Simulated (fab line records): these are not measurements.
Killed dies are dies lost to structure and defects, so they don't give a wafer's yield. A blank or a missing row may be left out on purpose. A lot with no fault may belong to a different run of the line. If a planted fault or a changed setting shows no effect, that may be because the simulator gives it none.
8D (eight disciplines) problem report, filled in by code    flow sky130    the parts of the form that need people (team, actions taken, sign-off) are left out

== 1. WHAT WENT WRONG ==
At SKY_NWELL_IMPLANT_24, dose ions cm2 averages 9.021e+12 over 6 wafers from 2 lots, while fault-free wafers read 9.199e+12, standard deviation 1.1e+10. Relative to the usual mean, that is a shift of -16 standard deviations.
First seen on wafer L587.1, day 10 00:04, on implanter-04. The record has a number at this step for 18 wafers belonging to 6 lots. Rule for "out", or "out of limits": more than 4 standard deviations from the usual mean. All remaining wafers that have a number are taken as sound.

== 2. WHAT IT IS; WHAT IT IS NOT ==
question                     is                      is not
which readings at this step  dose ions cm2           -
which lots                   L587, L591              L579, L581, L588, L593
which wafers of those lots   all that have a number  -
read on which tools          implanter-04            implanter-01, implanter-02
when                         from day 10 00:04       up to then (9 sound wafers); but 3 sound wafers of L593 came after

== 3. SUSPECTS, AND WHAT RULES EACH OUT ==
Counting: any tool at a process step up to the reading is kept as a suspect provided that every lot that is out went through it and no sound lot did after the first of them.
- implanter-04 at SKY_NWELL_IMPLANT_24: kept. Every lot that is out went through it, starting with L587 (day 10 00:04), and after that it ran no sound lot; the last sound lot it ran before then is L579 (day 7 14:16). Out on those wafers are its own readings of dose ions cm2.
After counting, what remains is implanter-04 at SKY_NWELL_IMPLANT_24.

== 4. THE CAUSE (what the simulator had put in) ==
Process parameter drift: implanter-04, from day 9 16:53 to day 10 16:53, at SKY_NWELL_IMPLANT_24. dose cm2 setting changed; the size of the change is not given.
After counting, this tool was the only one left.

== 5. SEQUENCE OF EFFECTS, ordered by route ==
Each row: a reading where the mean over the struck wafers with a number is more than 3 standard deviations away from the usual. Scope: only readings with a usual standard deviation given in the record; hours: median across lots of the time from each lot's start at the first step in this table that gives one to its start at this step; sigmas: change in usual standard deviations.
hours  step                  reading        usual      on struck wafers  change      sigmas
0      SKY_NWELL_IMPLANT_24  dose ions cm2  9.199e+12  9.021e+12         -1.783e+11  -16
It contains these process steps:
- SKY_NWELL_IMPLANT_24

== 6. WHAT WOULD HAVE CAUGHT IT SOONER ==
7 hours passed between the start of the fault at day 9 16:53 and the first reading out of limits in this record, taken at day 10 00:04.
